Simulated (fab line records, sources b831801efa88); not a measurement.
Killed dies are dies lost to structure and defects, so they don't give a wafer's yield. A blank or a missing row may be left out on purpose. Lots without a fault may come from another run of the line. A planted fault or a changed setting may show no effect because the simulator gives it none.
A struck lot beside a sound one | flow sfq_line | 43 steps out of a route of 325
Sound: wafers L403.1, L403.2, L403.5. Struck: wafers L402.4, L402.5. The cause comes at the end.
At each step with rows: each side's tool, then ch and its chambers, then its first start. Under that, the readings that differ: sound wafers | struck wafers | difference of the means | sigmas: that difference in standard deviations of wafers without a fault.
alike: readings whose means differ by less than 2 such deviations, and words and numbers that are the same on both sides. not compared: withheld readings, readings that some wafer has no value for, bounds like >300 that may hide the same value, and numbers for which the record gives no deviation and whose values overlap.
The two part at a step that has a row with sigmas, a row that says differs or no value, or rows on one side only. Numbers that don't overlap but have no deviation are shown without sigmas and don't part them. A reading that every wafer of one side lacks parts them only if that side has two wafers or more.

first, 6 steps without rows for these wafers: SFQ_TRILAYER_M4_LITHO_COAT_098 (resist thk 62 nm); SFQ_TRILAYER_M4_LITHO_COAT_093 (resist thk 600 nm); SFQ_TRILAYER_M4_LITHO_SOFTBAKE_097; SFQ_TRILAYER_M4_LITHO_EXPOSE_094 (exposes mask M4, target cd 500 nm); SFQ_TRILAYER_M4_LITHO_PEB_096 (peb time 60 s); SFQ_TRILAYER_M4_LITHO_DEVELOP_095 (time 60 s).
SFQ_M4_OVL_MEAS_926:
  sound on overlay-02, day 50 07:45; struck on overlay-02, day 45 22:10
  alike: M4_OVL
SFQ_TRILAYER_M4_BARC_OPEN_METAL_ETCH_123: etches BARC in O2, target depth 125 nm, time 41.7 s.
  sound on rie_metal-03 ch 0,1, day 50 07:47; struck on rie_metal-02 ch 0, day 45 22:13
  alike: drypump_motor_current_A, oes_product_au
  not compared: rf_hours_counter_h
then, 3 steps without rows for these wafers: SFQ_TRILAYER_M4_ETCH_METAL_ETCH_096 (etches Nb in Cl2/Ar, stops on SiO2, target depth 240 nm, time 120 s); SFQ_TRILAYER_M4_STRIP_STRIP_097 (strips in O2); SFQ_TRILAYER_M4_STRIP_SOLV_CLEAN_098 (cleans in NMP, time 600 s).
SFQ_TRILAYER_I4_DEP_PECVD_099: deposits SiO2 from SiH4/N2O, time 111.11 s, target thk 500 nm.
  sound on pecvd-03 ch 0,1,2, day 50 08:45; struck on pecvd-03 ch 0,2, day 45 23:11
  alike: heater_power_w, throttle_valve_pct
SFQ_TRILAYER_I4_CMP_CMP_100: polishes SiO2.
  sound on cmp-01 ch 1,3, day 50 16:58; struck on cmp-01 ch 1,3, day 46 12:06
  reading                                             | sound           | struck    | difference | sigmas
  time_to_endpoint_s (s)                              | 219 197 206     | 288 284   | +79        | +8
  model.SiO2_of_TRILAYER_I4_DEP_PECVD_099.thk_nm (nm) | 200 197.7 198.5 | 308 308.6 | +110       |
  alike: motor_current_A
SFQ_I4_BOW_MEAS_927:
  sound on film_metro-04, day 50 19:28; struck on film_metro-04, day 46 13:40
  alike: I4_BOW
SFQ_TRILAYER_I4_METRO_MEASURE_101:
  sound on film_metro-04, day 50 19:35; struck on film_metro-04, day 46 14:19
  reading     | sound             | struck      | difference | sigmas
  thk_nm (nm) | 199.9 197.8 198.4 | 307.7 308.7 | +109.5     | +84
then, 6 steps without rows for these wafers: SFQ_TRILAYER_I4_VIA_LITHO_COAT_108 (resist thk 62 nm); SFQ_TRILAYER_I4_VIA_LITHO_COAT_103 (resist thk 650 nm); SFQ_TRILAYER_I4_VIA_LITHO_SOFTBAKE_107; SFQ_TRILAYER_I4_VIA_LITHO_EXPOSE_104 (exposes mask I4, target cd 700 nm); SFQ_TRILAYER_I4_VIA_LITHO_PEB_106 (peb time 60 s); SFQ_TRILAYER_I4_VIA_LITHO_DEVELOP_105 (time 60 s).
-- the record jumps here: 4 days lie between the struck wafers' starts before and after --
SFQ_I4_OVL_MEAS_928:
  sound on overlay-01, day 51 03:16; struck on overlay-02, day 50 22:08
  alike: I4_OVL
SFQ_TRILAYER_I4_VIA_BARC_OPEN_VIA_ETCH_146: etches BARC in O2, target depth 125 nm, time 41.7 s.
  sound on rie_diel-03 ch 0,2,3, day 51 03:19; struck on rie_diel-03 ch 1,2, day 50 22:08
  alike: drypump_motor_current_A, oes_product_au
  not compared: rf_hours_counter_h
SFQ_TRILAYER_I4_VIA_ETCH_VIA_ETCH_106: etches SiO2 in CHF3, stops on Nb, target depth 260 nm.
  sound on rie_diel-03 ch 0,2,3, day 51 03:20; struck on rie_diel-03 ch 1,2, day 50 22:11
  reading                        | sound             | struck      | difference | sigmas
  oes_product_au (a.u.)          | 0.856 0.858 0.852 | 0.989 0.986 | +0.132     | +26
  model.etch.depth_nm (nm)       | 200 197.7 198.5   | 255.6 254.3 | +56.2      |
  model.I4.feature_depth_nm (nm) | 200 197.7 198.5   | 255.6 254.3 | +56.2      |
  alike: drypump_motor_current_A
then, 4 steps without rows for these wafers: SFQ_TRILAYER_I4_VIA_STRIP_STRIP_107 (strips in O2); SFQ_TRILAYER_I4_VIA_STRIP_SOLV_CLEAN_108 (cleans in NMP, time 600 s); SFQ_TRILAYER_JJ_TRILAYER_DEP_PRE_CLEAN_113 (time 22.5 s); SFQ_TRILAYER_JJ_TRILAYER_DEP_SPUTTER_109 (material Nb, target thk 150 nm, time 100 s).
SFQ_TRILAYER_JJ_TRILAYER_DEP_SPUTTER_110: material Al, target thk 8 nm, time 10 s.
  sound on pvd_sputter-05, day 51 04:20; struck on pvd_sputter-04, day 50 23:10
  alike: throttle_valve_pct
then, 1 step without rows for these wafers: SFQ_TRILAYER_JJ_TRILAYER_DEP_AL_OXIDATION_111 (oxidation time 600 s).
SFQ_TRILAYER_JJ_TRILAYER_DEP_SPUTTER_112: material Nb, target thk 170 nm, time 113.3 s.
  sound on pvd_sputter-05, day 51 05:22; struck on pvd_sputter-04, day 51 00:11
  alike: throttle_valve_pct
SFQ_JJ_RS_MEAS_929: measures by four-point-probe.
  sound on film_metro-04, day 51 05:26; struck on film_metro-03, day 51 00:20
  alike: JJ_NB_RS
then, 6 steps without rows for these wafers: SFQ_TRILAYER_JJ_CE_LITHO_COAT_119 (resist thk 62 nm); SFQ_TRILAYER_JJ_CE_LITHO_COAT_114 (resist thk 600 nm); SFQ_TRILAYER_JJ_CE_LITHO_SOFTBAKE_118; SFQ_TRILAYER_JJ_CE_LITHO_EXPOSE_115 (exposes mask J5, target cd 700 nm); SFQ_TRILAYER_JJ_CE_LITHO_PEB_117 (peb time 60 s); SFQ_TRILAYER_JJ_CE_LITHO_DEVELOP_116 (time 60 s).
-- the record jumps here: 5 days lie between the struck wafers' starts before and after --
SFQ_JJ_OVL_MEAS_931:
  sound on overlay-01, day 56 12:01; struck on overlay-02, day 56 07:14
  alike: J5_OVL
then, 2 steps without rows for these wafers: SFQ_TRILAYER_JJ_CE_METRO_MEASURE_117; SFQ_TRILAYER_JJ_CE_BARC_OPEN_RIE_150 (chemistry O2, target BARC, target depth 240 nm, time 80 s).
-- the record jumps here: 5 days lie between the struck wafers' starts before and after --
SFQ_TRILAYER_M5_ETCH_METAL_ETCH_126: etches Nb in Cl2/BCl3, stops on SiO2, time 203.2 s, target depth 265 nm.
  sound on rie_metal-04 ch 0,1, day 61 20:52; struck on rie_metal-03 ch 1, day 61 18:32
  reading                                             | sound             | struck      | difference | sigmas
  drypump_motor_current_A (A)                         | 5.7 5.5 5.7       | 6.6 6.6     | +1.0       | +2
  model.SiO2_of_TRILAYER_I4_DEP_PECVD_099.thk_nm (nm) | 180.7 178.1 179.2 | 288.1 288.7 | +109.1     |
  alike: oes_product_au
  not compared: rf_hours_counter_h
-- the record jumps here: 24 days lie between the struck wafers' starts before and after --
SFQ_M8_BOW_MEAS_951:
  sound on film_metro-02, day 86 01:31; struck on film_metro-01, day 85 19:34
  reading                 | sound            | struck      | difference | sigmas
  M8_BOW (um)             | 19 9 16          | -9 -6       | -22        | -2
  model.etest.i4.link_ohm | 2.189 2.198 2.18 | 1e+06 1e+06 | +1e+06     |

WHERE THEY PART
First at SFQ_TRILAYER_I4_CMP_CMP_100; last, within this record, at SFQ_M8_BOW_MEAS_951.

WHY: what the simulator had put in
Process parameter drift: cmp-01, from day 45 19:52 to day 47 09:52, at SFQ_TRILAYER_I4_CMP_CMP_100. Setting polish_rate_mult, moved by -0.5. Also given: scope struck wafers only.
